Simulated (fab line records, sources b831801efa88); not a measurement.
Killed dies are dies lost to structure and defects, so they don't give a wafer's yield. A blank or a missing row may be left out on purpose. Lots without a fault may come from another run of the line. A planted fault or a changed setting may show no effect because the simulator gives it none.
A struck lot beside a sound one | flow sky130 | 14 steps out of a route of 708
Sound: wafers L985.1, L985.2, L985.4. Struck: wafers L987.1, L987.2, L987.4. The cause comes at the end.
At each step with rows: each side's tool, then ch and its chambers, then its first start. Under that, the readings that differ: sound wafers | struck wafers | difference of the means | sigmas: that difference in standard deviations of wafers without a fault.
alike: readings whose means differ by less than 2 such deviations, and words and numbers that are the same on both sides. not compared: withheld readings, readings that some wafer has no value for, bounds like >300 that may hide the same value, and numbers for which the record gives no deviation and whose values overlap.
The two part at a step that has a row with sigmas, a row that says differs or no value, or rows on one side only. Numbers that don't overlap but have no deviation are shown without sigmas and don't part them. A reading that every wafer of one side lacks parts them only if that side has two wafers or more.

first, 1 step without rows for these wafers: SKY_VT_ADJUST_NCORE_DEVELOP_06 (develop time 60 s).
SKY_VT_ADJUST_NCORE_CD_MEAS_07: target cd 380 nm.
  sound on cd_sem-02, day 12 02:10; struck on cd_sem-02, day 12 11:31
  alike: cd_nm
SKY_VT_ADJUST_NCORE_OVL_MEAS_08:
  sound on overlay-02, day 12 02:17; struck on overlay-01, day 12 11:38
  alike: VT_ADJUST_NCORE_OVL
then, 1 step without rows for these wafers: SKY_VT_ADJUST_NCORE_IMPLANT_09.
SKY_VT_ADJUST_NCORE_STRIP_10: strips in O2/N2.
  sound on plasma_asher-01 ch 0,1, day 12 02:28; struck on plasma_asher-01 ch 0,1, day 12 11:49
  alike: drypump_motor_current_A, n2_flow_sccm, oes_product_au, strip_time_to_endpoint_s
  not compared: rf_hours_counter_h
SKY_VT_ADJUST_NCORE_TW_MEAS_11:
  sound on film_metro-04, day 12 02:34; struck on film_metro-01, day 12 11:55
  reading            | sound             | struck            | difference | sigmas
  VT_ADJUST_NCORE_TW | 220.3 221.7 221.9 | 218.2 218.0 217.2 | -3.5       | -3
then, 6 steps without rows for these wafers: SKY_VT_ADJUST_HVTR_DEHYDRATE_00 (time 60 s); SKY_VT_ADJUST_HVTR_HMDS_01 (prime time 60 s); SKY_VT_ADJUST_HVTR_COAT_02 (resist thk 1140 nm); SKY_VT_ADJUST_HVTR_SOFTBAKE_03 (time 60 s); SKY_VT_ADJUST_HVTR_EXPOSE_04 (exposes mask HVTRM, target cd 380 nm); SKY_VT_ADJUST_HVTR_PEB_05.
SKY_VT_ADJUST_HVTR_DEVELOP_06: develop time 60 s.
  sound on litho_track-04 ch 0, day 13 03:26; struck on litho_track-04, day 13 13:11
  no value came back on the struck wafers for chill_plate_temp_C (C), develop_time_s (s); on the sound wafers chill_plate_temp_C (C) reads 23.01 23.17 23.02
SKY_VT_ADJUST_HVTR_CD_MEAS_07: target cd 380 nm.
  sound on cd_sem-02, day 13 03:35; struck on cd_sem-02, day 13 13:20
  reading    | sound             | struck | difference                    | sigmas
  cd_nm (nm) | 378.0 379.6 378.6 | - - -  | no value on the struck wafers |

WHERE THEY PART
First at SKY_VT_ADJUST_NCORE_TW_MEAS_11; last, within this record, at SKY_VT_ADJUST_HVTR_CD_MEAS_07.

WHY: what the simulator had put in
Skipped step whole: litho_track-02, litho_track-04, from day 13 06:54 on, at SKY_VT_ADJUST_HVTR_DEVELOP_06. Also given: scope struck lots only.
